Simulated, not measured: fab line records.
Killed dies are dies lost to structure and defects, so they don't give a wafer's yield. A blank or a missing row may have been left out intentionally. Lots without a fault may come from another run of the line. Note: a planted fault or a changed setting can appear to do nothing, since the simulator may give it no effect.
8D (eight disciplines) problem report, filled in by code | flow sky130 | the parts of the form that need people (team, actions taken, sign-off) are left out

== 1. PROBLEM STATEMENT ==
LOCAL_INTERCONNECT_TIN_RS at SKY_LOCAL_INTERCONNECT_RS_MEAS_01 reads a mean of 15.99 ohm/sq on 3 wafers of 2 lots; wafers without a fault read 14.09 ohm/sq with a standard deviation of 0.15. That is +13 standard deviations from the usual mean.
The step: measures by four-point-probe.
The first sign was on wafer L714.2 at day 33 17:25, on film-metro-02. The record holds 29 wafers of 10 lots with a number at this step. The rule behind "out" and "out of limits": a value lying over 4 standard deviations away from the usual mean. The rest of the wafers with a number are treated as sound.

== 2. WHAT IT IS AND WHAT IT IS NOT ==
question                    | is                        | is not
which readings at this step | LOCAL_INTERCONNECT_TIN_RS | -
which lots                  | L714, L715                | L703, L704, L705, L718, L719, L720, L722, L724
which wafers of those lots  | L714.2, L714.5, L715.5    | L714.4, L715.1
read on which gauges        | film-metro-02             | film-metro-01, film-metro-04
when                        | from day 33 17:25         | up to then (10 sound wafers); but 16 sound wafers of L715, L718, L719, L720, L722, L724 came after

== 3. SUSPECTS, AND WHAT RULES EACH OUT ==
Counting: a tool at a process step up to the reading stays a suspect if it ran every lot that is out. Sound lots after the first of them don't rule it out here, since some wafers of a struck lot are sound.
- the gauge at SKY_LOCAL_INTERCONNECT_RS_MEAS_01: ruled out. All the wafers that are out were read on film-metro-02, but those of them that SKY_LOCAL_INTERCONNECT_METAL_ETCH_14 has rows for are out there too, on other tools.
- pvd-sputter-04 at SKY_LOCAL_INTERCONNECT_SPUTTER_00 (material TiN, target thk 100 nm, time 83.3 s): kept. Ran every lot that is out, first one L714 (day 33 17:20); last sound lot up to then L704 (day 30 06:19).
The count leaves pvd-sputter-04 at SKY_LOCAL_INTERCONNECT_SPUTTER_00.

== 4. THE CAUSE (what the simulator had put in) ==
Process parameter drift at SKY_LOCAL_INTERCONNECT_SPUTTER_00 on pvd-sputter-04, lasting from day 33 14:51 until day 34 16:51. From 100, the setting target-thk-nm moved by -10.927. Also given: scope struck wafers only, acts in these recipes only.
After counting, this tool was the only one left.

== 5. THE CHAIN OF EFFECTS, in route order ==
Each row: a reading whose mean over the struck wafers that have a number lies more than 3 standard deviations from the usual. Only readings whose record carries a usual standard deviation are examined. hours: median over the lots of the time between each lot's start at the first step of this table that gives one and its start at this step. sigmas: the change, counted in usual standard deviations.
hours | step                                 | reading                    | usual        | on struck wafers | change | sigmas
0     | SKY_LOCAL_INTERCONNECT_RS_MEAS_01    | LOCAL_INTERCONNECT_TIN_RS  | 14.09 ohm/sq | 15.99            | +1.90  | +13
0     | SKY_LOCAL_INTERCONNECT_THK_MEAS_02   | LOCAL_INTERCONNECT_TIN_THK | 100.0 nm     | 88.5             | -11.5  | -10
27    | SKY_LOCAL_INTERCONNECT_METAL_ETCH_14 | oes-product-au             | 0.943 a.u.   | 0.880            | -0.063 | -8.4
27    | SKY_LOCAL_INTERCONNECT_METAL_ETCH_14 | throttle-valve-pct         | 21.900 %     | 21.940           | +0.040 | +4.2
Its process steps:
- SKY_LOCAL_INTERCONNECT_METAL_ETCH_14: etches TiN in Cl2/BCl3, stops on PSG, target depth 110 nm, time 31.4 s.

== 6. HOW IT WOULD HAVE BEEN CAUGHT EARLIER ==
3 hours passed between the start of the fault at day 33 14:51 and the first reading out of limits at a measuring or inspecting step in this record, taken at day 33 17:25.
No tool reading at SKY_LOCAL_INTERCONNECT_SPUTTER_00 that has a usual standard deviation in the record was out on any struck wafer, so an alarm limit of 4 standard deviations on those readings would not have fired.
L715, from the lots that are out (2), started SKY_LOCAL_INTERCONNECT_SPUTTER_00 on pvd-sputter-04 later than day 33 17:25. Putting the tool on hold at that point would have spared it.
